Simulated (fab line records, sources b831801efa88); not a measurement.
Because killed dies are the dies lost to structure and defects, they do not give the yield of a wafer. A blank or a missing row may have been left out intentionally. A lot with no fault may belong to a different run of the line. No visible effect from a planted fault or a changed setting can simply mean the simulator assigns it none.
Which tool is to blame?    flow gf180mcu    12 lots with 36 wafers sampled at 2 steps, on a route of 602 steps

## WHAT EACH GAUGE READ, for each wafer
GF_CONTACT_OVL_MEAS_15.
lot   measured      on          CONTACT_OVL (nm)
L075  day 16 09:29  overlay-02  4 5 2
L077  day 17 08:59  overlay-01  6 4 5
L078  day 18 00:44  overlay-01  2 1 1
L081  day 18 16:48  overlay-02  3 5 -1
L083  day 19 13:03  overlay-01  -6 -10 -6
L085  day 20 05:23  overlay-02  2 10 1
L087  day 20 20:08  overlay-02  -6 -4 -3
L089  day 21 11:10  overlay-02  -11 -7 0
L091  day 22 09:03  overlay-02  -1 1 -1
L093  day 22 18:41  overlay-02  12 14 1
L095  day 23 14:33  overlay-01  4 8 5
L097  day 24 09:17  overlay-02  -6 -5 -7

## EACH LOT AND THE TOOL THAT RAN IT (in order: tool; ch and the chambers of the sampled wafers; start)
lot   GF_HV_LDD_RTA_52
L075  rtpAnneal-01 ch 0, day 12 16:05
L077  rtpAnneal-01 ch 0, day 13 12:47
L078  rtpAnneal-02 ch 0, day 14 00:17
L081  rtpAnneal-02 ch 0, day 14 18:50
L083  rtpAnneal-01 ch 0, day 15 10:29
L085  rtpAnneal-02 ch 0, day 16 01:38
L087  rtpAnneal-02 ch 0, day 16 16:08
L089  rtpAnneal-02 ch 0, day 17 04:27
L091  rtpAnneal-01 ch 0, day 18 01:27
L093  rtpAnneal-01 ch 0, day 18 13:26
L095  rtpAnneal-01 ch 0, day 19 10:11
L097  rtpAnneal-01 ch 0, day 20 05:04
- GF_HV_LDD_RTA_52: time 10 s.

## THE ANSWER, worked out from the rows above alone
Rule: what is usual is taken from the lots themselves. Put in order of their means at a reading, lots are off if they are a third of the lots or fewer, leave a main group of 4 or more, and stand apart from it by a gap of 3 or more times the standard deviation of the main group's means; of several such gaps the widest counts. A main group whose means are all the same, to the digits that the tables above print for the reading, isn't used. A lot without any number at a reading at which 4 lots or more have one is off too. Where the step has rows for the other lots, those lots are counted as sound.
No lot is off at any reading shown: from this, nothing can be told.

## WHAT WAS PUT IN BY THE SIMULATOR
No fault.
